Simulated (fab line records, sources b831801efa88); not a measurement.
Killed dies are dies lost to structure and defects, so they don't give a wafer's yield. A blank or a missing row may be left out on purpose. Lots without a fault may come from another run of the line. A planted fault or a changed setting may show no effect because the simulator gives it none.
fab line records | flow gf180mcu
record lots=24 wafers=72 last_day=34
route steps=602 shown V2@396 M3@415 V3@445 M4@458
lots that met no fault: from a run of the same line without faults
start_h: hours from the record's first day to the start of the lot's first wafer shown | wait_h: hours since the lot's step before | " the same as in the row above | L1.1+2: a row that stands for several wafers | - no value, or no start given | * or withheld: withheld | < > ~ a bound
route shown NAME@n: a module of which the file shows steps, and the number in the route of the first | usual: mean/standard deviation of fault-free wafers | same: alike in all rows | chamber/n: place in a boat | sites: the reading at each site | _std_site: their standard deviation | _edge_site: outer sites' mean less inner sites' | radius_mm: how far each site lies from the wafer's centre | mask NAME#n: copy n | behind: the tool/chamber that last shaped the wafer | hold: why the lot was held/for how many hours/how that ended | device: the transistor (n, p or np) that didn't switch | end of line: the same wafers' tests at the end of the route | a step without rows: its recipe alone | killed: dies lost to structure and defects at the first sort, not the wafer's yield | map: a wafer's dies, x killed, . not, _ none there
set.NAME: the setting as run; set.NAME@STEP: as run at that earlier step | model.NAME: the simulator's own value behind a step, which no gauge read
steps of the route over a sample of lots; a table a step, a row a wafer
services: from which hour (start_h, from the record's first day; less than 0 if before it) a tool's chamber was out of use, for how many hours, and why
## steps
# step GF_V2_CD_MEAS_14
# recipe target_cd_nm=260
# usual cd_nm=259.4/1.3
# columns lot.wafer tool chamber start_h wait_h cd_nm
L074.1 cd_sem-02 - 463.33 0.1 258.1
L074.4 " - " " 257.7
L074.5 " - " " 257.6
L075.2 cd_sem-01 - 464.79 0.1 257.8
L075.5 " - " " 258.2
L075.6 " - " " 258.9
L076.2 cd_sem-01 - 474.44 0.1 259.3
L076.3 " - " " 259.2
L076.5 " - " " 259.9
L077.1 cd_sem-01 - 493.12 0.1 259.0
L077.2 " - " " 258.4
L077.4 " - " " 260.2
L078.1 cd_sem-02 - 493.47 0.1 261.8
L078.2 " - " " 261.3
L078.4 " - " " 260.7
L079.2 cd_sem-02 - 502.05 0.1 259.1
L079.4 " - " " 257.0
L079.6 " - " " 257.7
L080.2 cd_sem-01 - 516.79 0.1 258.6
L080.4 " - " " 259.8
L080.6 " - " " 259.8
L081.1 cd_sem-02 - 519.71 0.1 260.4
L081.2 " - " " 260.3
L081.3 " - " " 260.7
L082.1 cd_sem-02 - 528.63 0.1 261.1
L082.5 " - " " 260.5
L082.6 " - " " 259.2
L083.1 cd_sem-01 - 535.48 0.1 258.3
L083.2 " - " " 259.9
L083.5 " - " " 258.9
L084.1 cd_sem-01 - 545.76 0.1 260.1
L084.4 " - " " 260.9
L084.5 " - " " 260.8
L085.1 cd_sem-01 - 556.71 0.1 260.1
L085.2 " - " " 262.2
L085.3 " - " " 261.6
L086.3 cd_sem-02 - 560.70 0.1 261.6
L086.4 " - " " 259.7
L086.5 " - " " 261.7
L087.2 cd_sem-02 - 580.73 0.1 260.1
L087.3 " - " " 260.2
L087.5 " - " " 260.9
L088.3 cd_sem-02 - 584.85 0.1 259.5
L088.5 " - " " 260.0
L088.6 " - " " 260.0
L089.1 cd_sem-01 - 591.78 0.1 259.4
L089.4 " - " " 259.1
L089.6 " - " " 257.8
L090.2 cd_sem-02 - 600.65 0.1 260.0
L090.4 " - " " 261.2
L090.5 " - " " 259.7
L091.3 cd_sem-01 - 605.42 0.1 258.7
L091.4 " - " " 259.0
L091.5 " - " " 258.9
L092.1 cd_sem-01 - 613.33 0.1 257.4
L092.2 " - " " 258.6
L092.5 " - " " 257.9
L093.1 cd_sem-02 - 626.41 0.1 256.8
L093.2 " - " " 256.7
L093.3 " - " " 257.2
L094.3 cd_sem-01 - 626.77 0.1 258.1
L094.5 " - " " 258.1
L094.6 " - " " 257.5
L095.2 cd_sem-01 - 631.65 0.1 260.2
L095.4 " - " " 259.4
L095.6 " - " " 259.0
L096.1 cd_sem-02 - 650.47 0.1 261.7
L096.3 " - " " 260.2
L096.5 " - " " 260.2
L097.1 cd_sem-01 - 653.92 0.1 258.7
L097.3 " - " " 259.5
L097.5 " - " " 259.0
# step GF_M3_THK_MEAS_06
# recipe thk_meas_gauge=xrf reads=AlCu_of_M3_SPUTTER_02
# usual M3_ALCU_THK=442/5.5
# columns lot.wafer tool chamber start_h wait_h M3_ALCU_THK[nm]
L074.1 film_metro-04 - 465.18 0.1 447
L074.4 " - " " 449
L074.5 " - " " 452
L075.2 film_metro-03 - 466.63 0.1 443
L075.5 " - " " 438
L075.6 " - " " 438
L076.2 film_metro-04 - 476.32 0.1 451
L076.3 " - " " 447
L076.5 " - " " 447
L077.1 film_metro-03 - 495.01 0.1 443
L077.2 " - " " 441
L077.4 " - " " 442
L078.1 film_metro-01 - 495.40 0.1 448
L078.2 " - " " 444
L078.4 " - " " 446
L079.2 film_metro-03 - 503.93 0.1 444
L079.4 " - " " 445
L079.6 " - " " 442
L080.2 film_metro-01 - 518.67 0.1 441
L080.4 " - " " 445
L080.6 " - " " 440
L081.1 film_metro-03 - 521.57 0.1 441
L081.2 " - " " 446
L081.3 " - " " 448
L082.1 film_metro-03 - 530.48 0.1 442
L082.5 " - " " 444
L082.6 " - " " 444
L083.1 film_metro-01 - 537.68 0.1 436
L083.2 " - " " 441
L083.5 " - " " 440
L084.1 film_metro-01 - 547.62 0.1 444
L084.4 " - " " 441
L084.5 " - " " 442
L085.1 film_metro-03 - 558.57 0.1 438
L085.2 " - " " 438
L085.3 " - " " 445
L086.3 film_metro-03 - 562.62 0.1 459
L086.4 " - " " 454
L086.5 " - " " 456
L087.2 film_metro-01 - 582.58 0.1 436
L087.3 " - " " 436
L087.5 " - " " 437
L088.3 film_metro-03 - 586.72 0.1 448
L088.5 " - " " 447
L088.6 " - " " 444
L089.1 film_metro-01 - 593.66 0.1 437
L089.4 " - " " 443
L089.6 " - " " 436
L090.2 film_metro-03 - 602.50 0.1 437
L090.4 " - " " 436
L090.5 " - " " 435
L091.3 film_metro-01 - 607.30 0.1 433
L091.4 " - " " 436
L091.5 " - " " 432
L092.1 film_metro-03 - 615.18 0.1 433
L092.2 " - " " 432
L092.5 " - " " 433
L093.1 film_metro-04 - 628.28 0.1 429
L093.2 " - " " 431
L093.3 " - " " 432
L094.3 film_metro-03 - 628.61 0.1 438
L094.5 " - " " 442
L094.6 " - " " 439
L095.2 film_metro-04 - 633.54 0.1 451
L095.4 " - " " 447
L095.6 " - " " 447
L096.1 film_metro-01 - 652.32 0.1 443
L096.3 " - " " 444
L096.5 " - " " 446
L097.1 film_metro-03 - 655.77 0.1 439
L097.3 " - " " 442
L097.5 " - " " 443
# step GF_V3_ETCH_16
# recipe chemistry=N2/H2 target_depth_a=withheld overetch_a=withheld time_s=withheld target=BARC ion_energy_ev=200 source_w=500 bias_w=100 pressure_mtorr=30 n2_flow_sccm=100 h2_flow_sccm=200
# usual drypump_motor_current_A=5.9/0.49 h2_flow_sccm=200.0/0.59 oes_product_au=0.854/0.0048 throttle_valve_pct=13.224/0.009
# columns lot.wafer tool chamber start_h wait_h drypump_motor_current_A h2_flow_sccm oes_product_au throttle_valve_pct
L074.1 rie_diel-02 2 513.89 0.0 6.7 199.2 0.860 13.226
L074.4 " 1 " " 6.5 200.4 0.856 13.209
L074.5 " 3 " " 5.2 200.1 0.858 13.233
L075.2 rie_diel-03 3 515.70 0.0 6.2 200.3 0.854 13.204
L075.5 " 1 " " 5.8 199.8 0.850 13.228
L075.6 " 0 " " 5.5 199.6 0.859 13.235
L076.2 rie_diel-04 1 525.33 0.0 5.8 199.9 0.850 13.222
L076.3 " 0 " " 5.4 199.1 0.862 13.236
L076.5 " 0 " " 5.4 200.3 0.859 13.233
L077.1 rie_diel-02 1 542.04 0.0 6.5 200.5 0.855 13.232
L077.2 " 2 " " 6.7 200.4 0.858 13.214
L077.4 " 2 " " 6.7 199.3 0.858 13.231
L078.1 rie_diel-04 2 542.99 0.0 6.2 201.2 0.850 13.231
L078.2 " 0 " " 5.4 199.4 0.850 13.223
L078.4 " 3 " " 5.8 199.5 0.851 13.230
L079.2 rie_diel-04 0 550.74 0.0 5.4 199.7 0.856 13.227
L079.4 " 3 " " 5.8 199.6 0.860 13.244
L079.6 " 1 " " 5.7 198.9 0.855 13.208
L080.2 rie_diel-03 3 564.87 0.0 6.2 199.7 0.861 13.231
L080.4 " 0 " " 5.5 201.5 0.852 13.209
L080.6 " 3 " " 6.3 199.4 0.857 13.230
L081.1 rie_diel-02 3 567.84 0.0 5.2 199.3 0.853 13.218
L081.2 " 1 " " 6.5 199.8 0.855 13.224
L081.3 " 2 " " 6.7 201.1 0.862 13.227
L082.1 rie_diel-02 1 575.82 0.0 6.5 200.1 0.851 13.239
L082.5 " 3 " " 5.1 199.0 0.854 13.237
L082.6 " 1 " " 6.5 200.3 0.850 13.231
L083.1 rie_diel-04 3 582.69 0.0 5.8 199.9 0.850 13.223
L083.2 " 1 " " 5.8 199.9 0.857 13.215
L083.5 " 1 " " 5.8 200.6 0.843 13.215
L084.1 rie_diel-02 0 592.42 0.0 6.0 200.2 0.854 13.226
L084.4 " 2 " " 6.7 199.3 0.858 13.216
L084.5 " 2 " " 6.7 199.5 0.860 13.217
L085.1 rie_diel-03 1 602.94 0.0 5.9 200.9 0.856 13.217
L085.2 " 3 " " 6.3 199.3 0.856 13.211
L085.3 " 2 " " 5.1 200.4 0.856 13.229
L086.3 rie_diel-04 2 606.04 0.0 6.2 199.7 0.853 13.229
L086.4 " 3 " " 5.8 199.7 0.854 13.230
L086.5 " 0 " " 5.4 200.2 0.859 13.234
L087.2 rie_diel-03 1 625.94 0.0 5.9 200.1 0.853 13.224
L087.3 " 2 " " 5.1 200.4 0.845 13.244
L087.5 " 3 " " 6.3 200.9 0.855 13.221
L088.3 rie_diel-03 3 629.84 0.0 6.2 199.5 0.856 13.224
L088.5 " 1 " " 5.9 200.7 0.859 13.215
L088.6 " 2 " " 5.1 200.6 0.846 13.241
L089.1 rie_diel-03 2 635.88 0.0 5.1 199.6 0.857 13.229
L089.4 " 0 " " 5.5 200.8 0.854 13.223
L089.6 " 0 " " 5.5 199.6 0.863 13.216
L090.2 rie_diel-04 1 645.73 0.0 5.7 200.1 0.850 13.209
L090.4 " 0 " " 5.4 200.0 0.862 13.225
L090.5 " 2 " " 6.2 199.2 0.850 13.217
L091.3 rie_diel-03 2 649.02 0.0 5.1 200.6 0.861 13.230
L091.4 " 3 " " 6.2 199.3 0.855 13.226
L091.5 " 0 " " 5.5 200.1 0.852 13.222
L092.1 rie_diel-03 2 656.78 0.0 5.1 198.7 0.850 13.247
L092.2 " 0 " " 5.5 200.2 0.851 13.231
L092.5 " 1 " " 5.9 200.2 0.859 13.231
L093.1 rie_diel-04 1 667.48 0.0 5.7 200.3 0.857 13.221
L093.2 " 0 " " 5.4 200.0 0.853 13.232
L093.3 " 2 " " 6.2 199.5 0.850 13.225
L094.3 rie_diel-04 1 669.03 0.0 5.7 199.2 0.849 13.221
L094.5 " 2 " " 6.2 199.7 0.851 13.220
L094.6 " 3 " " 5.8 199.3 0.863 13.234
L095.2 rie_diel-02 1 674.43 0.0 6.5 199.5 0.856 13.228
L095.4 " 0 " " 5.9 199.7 0.850 13.217
L095.6 " 2 " " 6.6 200.6 0.853 13.224
L096.1 rie_diel-02 1 691.53 0.0 6.5 200.7 0.859 13.215
L096.3 " 2 " " 6.7 200.7 0.859 13.220
L096.5 " 2 " " 6.6 200.4 0.858 13.222
L097.1 rie_diel-04 1 694.98 0.0 5.7 199.6 0.864 13.239
L097.3 " 0 " " 5.4 201.7 0.858 13.232
L097.5 " 3 " " 5.8 200.6 0.854 13.227
# step GF_V3_CVD_23
# recipe material=W target_thk_nm=350 time_s=104.9 temp_c=400 pressure_torr=40
# usual heater_power_w=813/110
# columns lot.wafer tool chamber start_h wait_h heater_power_w since_wet_clean_h
L074.1 cvd_w-01 1 514.66 0.0 765 111
L074.4 " 1 " " 772 -
L074.5 " 0 " " 711 -
L075.2 cvd_w-02 1 516.47 0.0 1036 612
L075.5 " 1 " " 1012 -
L075.6 " 0 " " 841 -
L076.2 cvd_w-02 0 526.13 0.0 819 622
L076.3 " 0 " " 810 -
L076.5 " 1 " " 1005 -
L077.1 cvd_w-02 0 542.83 0.0 814 639
L077.2 " 1 " " 1001 639
L077.4 " 1 " " 992 -
L078.1 cvd_w-01 1 543.79 0.0 777 140
L078.2 " 0 " " 708 140
L078.4 " 1 " " 755 -
L079.2 cvd_w-02 1 551.62 0.0 1021 648
L079.4 " 1 " " 1003 -
L079.6 " 1 " " 1042 -
L080.2 cvd_w-01 0 565.63 0.0 693 162
L080.4 " 0 " " 724 -
L080.6 " 1 " " 731 -
L081.1 cvd_w-02 0 568.60 0.0 826 665
L081.2 " 1 " " 1047 665
L081.3 " 0 " " 818 -
L082.1 cvd_w-01 0 576.61 0.0 738 173
L082.5 " 1 " " 774 -
L082.6 " 0 " " 726 -
L083.1 cvd_w-01 0 583.45 0.0 718 179
L083.2 " 1 " " 766 179
L083.5 " 0 " " 729 -
L084.1 cvd_w-01 1 593.19 0.0 761 189
L084.4 " 0 " " 717 -
L084.5 " 0 " " 714 -
L085.1 cvd_w-01 0 603.70 0.0 714 200
L085.2 " 1 " " 750 200
L085.3 " 1 " " 761 -
L086.3 cvd_w-01 1 606.84 0.1 743 -
L086.4 " 0 " " 716 -
L086.5 " 1 " " 776 -
L087.2 cvd_w-01 1 627.19 0.0 752 223
L087.3 " 1 " " 797 -
L087.5 " 1 " " 769 -
L088.3 cvd_w-02 1 630.79 0.1 1003 -
L088.5 " 0 " " 824 -
L088.6 " 1 " " 1013 -
L089.1 cvd_w-01 1 637.18 0.0 784 233
L089.4 " 1 " " 755 -
L089.6 " 0 " " 705 -
L090.2 cvd_w-01 1 646.53 0.0 774 243
L090.4 " 1 " " 730 -
L090.5 " 0 " " 736 -
L091.3 cvd_w-02 1 649.85 0.1 1011 -
L091.4 " 0 " " 835 -
L091.5 " 1 " " 1017 -
L092.1 cvd_w-02 1 657.54 0.0 1022 754
L092.2 " 0 " " 826 754
L092.5 " 1 " " 1023 -
L093.1 cvd_w-02 1 668.25 0.0 991 764
L093.2 " 0 " " 828 764
L093.3 " 0 " " 819 -
L094.3 cvd_w-02 0 669.83 0.1 824 -
L094.5 " 0 " " 838 -
L094.6 " 1 " " 1035 -
L095.2 cvd_w-01 1 675.20 0.0 769 271
L095.4 " 0 " " 708 -
L095.6 " 0 " " 704 -
L096.1 cvd_w-01 0 692.42 0.0 710 288
L096.3 " 1 " " 770 -
L096.5 " 1 " " 774 -
L097.1 cvd_w-01 1 695.83 0.0 766 292
L097.3 " 1 " " 758 -
L097.5 " 1 " " 735 -
# step GF_M4_SPUTTER_02
# recipe material=AlCu target_thk_nm=450 power_w=10600 time_s=23.9 chamber_pressure_pa=0.4
# usual throttle_valve_pct=29.4/0.85
# columns lot.wafer tool chamber start_h wait_h throttle_valve_pct
L074.1 pvd_sputter-04 - 515.38 0.0 28.9
L074.4 " - " " 31.0
L074.5 " - " " 29.5
L075.2 pvd_sputter-04 - 517.20 0.0 28.7
L075.5 " - " " 28.3
L075.6 " - " " 28.4
L076.2 pvd_sputter-01 - 526.85 0.0 30.6
L076.3 " - " " 30.3
L076.5 " - " " 28.9
L077.1 pvd_sputter-01 - 543.55 0.0 30.3
L077.2 " - " " 28.7
L077.4 " - " " 30.7
L078.1 pvd_sputter-03 - 544.51 0.0 29.5
L078.2 " - " " 28.9
L078.4 " - " " 29.2
L079.2 pvd_sputter-03 - 552.34 0.0 29.4
L079.4 " - " " 29.2
L079.6 " - " " 29.2
L080.2 pvd_sputter-03 - 566.36 0.0 29.2
L080.4 " - " " 28.6
L080.6 " - " " 29.2
L081.1 pvd_sputter-01 - 569.32 0.0 30.3
L081.2 " - " " 28.5
L081.3 " - " " 30.6
L082.1 pvd_sputter-04 - 577.34 0.0 28.5
L082.5 " - " " 31.0
L082.6 " - " " 28.5
L083.1 pvd_sputter-01 - 584.19 0.0 30.5
L083.2 " - " " 30.7
L083.5 " - " " 30.1
L084.1 pvd_sputter-03 - 593.91 0.0 28.9
L084.4 " - " " 28.5
L084.5 " - " " 29.1
L085.1 pvd_sputter-01 - 604.42 0.0 30.1
L085.2 " - " " 30.4
L085.3 " - " " 28.4
L086.3 pvd_sputter-01 - 607.52 0.0 30.4
L086.4 " - " " 30.7
L086.5 " - " " 28.7
L087.2 pvd_sputter-04 - 627.91 0.0 28.7
L087.3 " - " " 30.9
L087.5 " - " " 28.5
L088.3 pvd_sputter-03 - 631.49 0.0 28.8
L088.5 " - " " 29.5
L088.6 " - " " 28.8
L089.1 pvd_sputter-03 - 637.91 0.0 28.9
L089.4 " - " " 29.3
L089.6 " - " " 29.1
L090.2 pvd_sputter-04 - 647.25 0.0 28.4
L090.4 " - " " 30.9
L090.5 " - " " 29.5
L091.3 pvd_sputter-04 - 650.54 0.0 31.0
L091.4 " - " " 28.6
L091.5 " - " " 31.0
L092.1 pvd_sputter-01 - 658.26 0.0 30.6
L092.2 " - " " 30.1
L092.5 " - " " 30.9
L093.1 pvd_sputter-04 - 668.97 0.0 28.4
L093.2 " - " " 29.3
L093.3 " - " " 31.2
L094.3 pvd_sputter-04 - 670.60 0.0 28.5
L094.5 " - " " 28.8
L094.6 " - " " 28.4
L095.2 pvd_sputter-03 - 675.96 0.0 29.0
L095.4 " - " " 29.6
L095.6 " - " " 29.6
L096.1 pvd_sputter-04 - 693.14 0.0 31.0
L096.3 " - " " 28.5
L096.5 " - " " 28.3
L097.1 pvd_sputter-04 - 696.55 0.0 29.5
L097.3 " - " " 30.9
L097.5 " - " " 28.5
# step GF_M4_THK_MEAS_06
# recipe thk_meas_gauge=xrf reads=AlCu_of_M4_SPUTTER_02
# usual M4_ALCU_THK=440/4.7
# columns lot.wafer tool chamber start_h wait_h M4_ALCU_THK[nm]
L074.1 film_metro-01 - 515.59 0.1 441
L074.4 " - " " 443
L074.5 " - " " 441
L075.2 film_metro-03 - 517.42 0.1 437
L075.5 " - " " 433
L075.6 " - " " 440
L076.2 film_metro-02 - 527.07 0.1 447
L076.3 " - " " 445
L076.5 " - " " 446
L077.1 film_metro-01 - 543.76 0.1 441
L077.2 " - " " 439
L077.4 " - " " 439
L078.1 film_metro-03 - 544.72 0.1 433
L078.2 " - " " 431
L078.4 " - " " 430
L079.2 film_metro-01 - 552.56 0.1 433
L079.4 " - " " 428
L079.6 " - " " 437
L080.2 film_metro-02 - 566.58 0.1 439
L080.4 " - " " 448
L080.6 " - " " 444
L081.1 film_metro-02 - 569.53 0.1 447
L081.2 " - " " 446
L081.3 " - " " 448
L082.1 film_metro-02 - 577.55 0.1 449
L082.5 " - " " 448
L082.6 " - " " 444
L083.1 film_metro-01 - 584.40 0.1 436
L083.2 " - " " 437
L083.5 " - " " 435
L084.1 film_metro-01 - 594.12 0.1 439
L084.4 " - " " 440
L084.5 " - " " 436
L085.1 film_metro-03 - 604.63 0.1 440
L085.2 " - " " 437
L085.3 " - " " 443
L086.3 film_metro-01 - 607.75 0.1 435
L086.4 " - " " 439
L086.5 " - " " 433
L087.2 film_metro-03 - 628.13 0.1 433
L087.3 " - " " 442
L087.5 " - " " 441
L088.3 film_metro-01 - 631.73 0.1 440
L088.5 " - " " 438
L088.6 " - " " 441
L089.1 film_metro-03 - 638.13 0.1 439
L089.4 " - " " 434
L089.6 " - " " 431
L090.2 film_metro-03 - 647.47 0.1 441
L090.4 " - " " 442
L090.5 " - " " 443
L091.3 film_metro-01 - 650.77 0.1 446
L091.4 " - " " 440
L091.5 " - " " 440
L092.1 film_metro-03 - 658.47 0.1 440
L092.2 " - " " 436
L092.5 " - " " 436
L093.1 film_metro-03 - 669.18 0.1 438
L093.2 " - " " 446
L093.3 " - " " 442
L094.3 film_metro-01 - 670.83 0.1 443
L094.5 " - " " 440
L094.6 " - " " 447
L095.2 film_metro-01 - 676.18 0.1 435
L095.4 " - " " 437
L095.6 " - " " 433
L096.1 film_metro-03 - 693.35 0.1 436
L096.3 " - " " 433
L096.5 " - " " 432
L097.1 film_metro-01 - 696.76 0.1 441
L097.3 " - " " 444
L097.5 " - " " 438
## services
# columns tool chamber start_h hours kind
cvd_w-02 - 499.74 6.9 pm
rie_diel-02 0 503.08 5.4 repair
rie_diel-02 - 530.83 0.3 repair
rie_diel-02 0 541.83 42.7 repair
cvd_w-02 - 559.20 6.2 repair
rie_diel-04 2 564.63 12.7 repair
pvd_sputter-04 2 577.43 - consumable_replace:kit
pvd_sputter-04 2 577.43 18.0 scheduled_down
pvd_sputter-04 2 577.43 18.0 vent_cycle
rie_diel-03 1 577.66 3.2 repair
pvd_sputter-04 - 584.05 13.2 repair
rie_diel-04 0 609.78 1.7 repair
pvd_sputter-04 - 633.12 9.8 repair
pvd_sputter-03 - 638.32 0.7 repair
rie_diel-02 3 640.97 68.3 repair
pvd_sputter-04 1 670.69 - consumable_replace:kit
pvd_sputter-04 1 670.69 18.0 scheduled_down
rie_diel-03 - 671.91 2.8 pm
cvd_w-02 0 678.30 1.4 repair
rie_diel-02 2 682.95 6.0 repair
pvd_sputter-01 - 685.31 1.6 repair
cvd_w-01 - 687.86 0.7 repair
pvd_sputter-01 - 689.55 0.7 repair
rie_diel-02 0 689.98 4.9 repair
## key
fault none
